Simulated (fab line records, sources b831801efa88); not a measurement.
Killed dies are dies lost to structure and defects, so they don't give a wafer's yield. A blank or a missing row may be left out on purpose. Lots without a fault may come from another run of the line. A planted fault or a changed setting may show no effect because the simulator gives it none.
A struck lot beside a sound one | flow sky130 | 16 steps out of a route of 708
Sound: wafers L341.2, L341.3, L341.5. Struck: wafers L337.2, L337.4, L337.5. The cause comes at the end.
At each step with rows: each side's tool, then ch and its chambers, then its first start. Under that, the readings that differ: sound wafers | struck wafers | difference of the means | sigmas: that difference in standard deviations of wafers without a fault.
alike: readings whose means differ by less than 2 such deviations, and words and numbers that are the same on both sides. not compared: withheld readings, readings that some wafer has no value for, bounds like >300 that may hide the same value, and numbers for which the record gives no deviation and whose values overlap.
The two part at a step that has a row with sigmas, a row that says differs or no value, or rows on one side only. Numbers that don't overlap but have no deviation are shown without sigmas and don't part them. A reading that every wafer of one side lacks parts them only if that side has two wafers or more.

SKY_VT_ADJUST_HVTP_OVL_MEAS_08:
  sound on overlay-02, day 11 21:52; struck on overlay-01, day 10 19:19
  alike: VT_ADJUST_HVTP_OVL
then, 1 step without rows for these wafers: SKY_VT_ADJUST_HVTP_IMPLANT_09.
SKY_VT_ADJUST_HVTP_STRIP_10: strips in O2/N2.
  sound on plasma_asher-02 ch 0,1, day 11 22:02; struck on plasma_asher-01 ch 0,1, day 10 19:31
  alike: drypump_motor_current_A, oes_product_au, strip_time_to_endpoint_s
  not compared: rf_hours_counter_h
SKY_VT_ADJUST_HVTP_TW_MEAS_11:
  sound on film_metro-02, day 11 22:09; struck on film_metro-01, day 10 19:40
  reading           | sound          | struck         | difference | sigmas
  VT_ADJUST_HVTP_TW | 1374 1372 1372 | 1353 1352 1354 | -20        | -2
then, 7 steps without rows for these wafers: SKY_VT_ADJUST_LVTN_DEHYDRATE_00 (time 60 s); SKY_VT_ADJUST_LVTN_HMDS_01 (prime time 60 s); SKY_VT_ADJUST_LVTN_COAT_02 (resist thk 3000 nm); SKY_VT_ADJUST_LVTN_SOFTBAKE_03; SKY_VT_ADJUST_LVTN_EXPOSE_04 (exposes mask NWM COMPLEMENT LESS NATIVE, target cd 840 nm); SKY_VT_ADJUST_LVTN_PEB_05; SKY_VT_ADJUST_LVTN_DEVELOP_06 (develop time 60 s).
SKY_VT_ADJUST_LVTN_OVL_MEAS_07:
  sound on overlay-02, day 12 22:06; struck on overlay-01, day 11 18:55
  alike: VT_ADJUST_LVTN_OVL
SKY_VT_ADJUST_LVTN_IMPLANT_08:
  sound on implanter-02 ch 0, day 12 22:10; struck on implanter-04, day 11 18:58
  no value came back on the struck wafers for beam_energy_keV, beam_on_s (s); on the sound wafers beam_energy_keV reads 30.003 30.008 29.991
SKY_VT_ADJUST_LVTN_STRIP_09: strips in O2/N2.
  sound on plasma_asher-03 ch 0,1, day 12 22:17; struck on plasma_asher-03 ch 0,1, day 11 19:06
  reading                      | sound             | struck            | difference | sigmas
  strip_time_to_endpoint_s (s) | 36.91 36.92 36.98 | 37.22 37.27 37.25 | +0.31      | +3
  alike: drypump_motor_current_A, oes_product_au
  not compared: rf_hours_counter_h
SKY_VT_ADJUST_LVTN_TW_MEAS_10:
  sound on film_metro-02, day 12 22:23; struck on film_metro-03, day 11 19:13
  reading           | sound             | struck         | difference | sigmas
  VT_ADJUST_LVTN_TW | 244.3 243.6 242.7 | 30.4 30.0 30.4 | -213.3     | -99 or more
then, 1 step without rows for these wafers: SKY_VT_ADJUST_LVTN_DEHYDRATE_11 (time 60 s).

WHERE THEY PART
First at SKY_VT_ADJUST_HVTP_TW_MEAS_11; last, within this record, at SKY_VT_ADJUST_LVTN_TW_MEAS_10.

WHY: what the simulator had put in
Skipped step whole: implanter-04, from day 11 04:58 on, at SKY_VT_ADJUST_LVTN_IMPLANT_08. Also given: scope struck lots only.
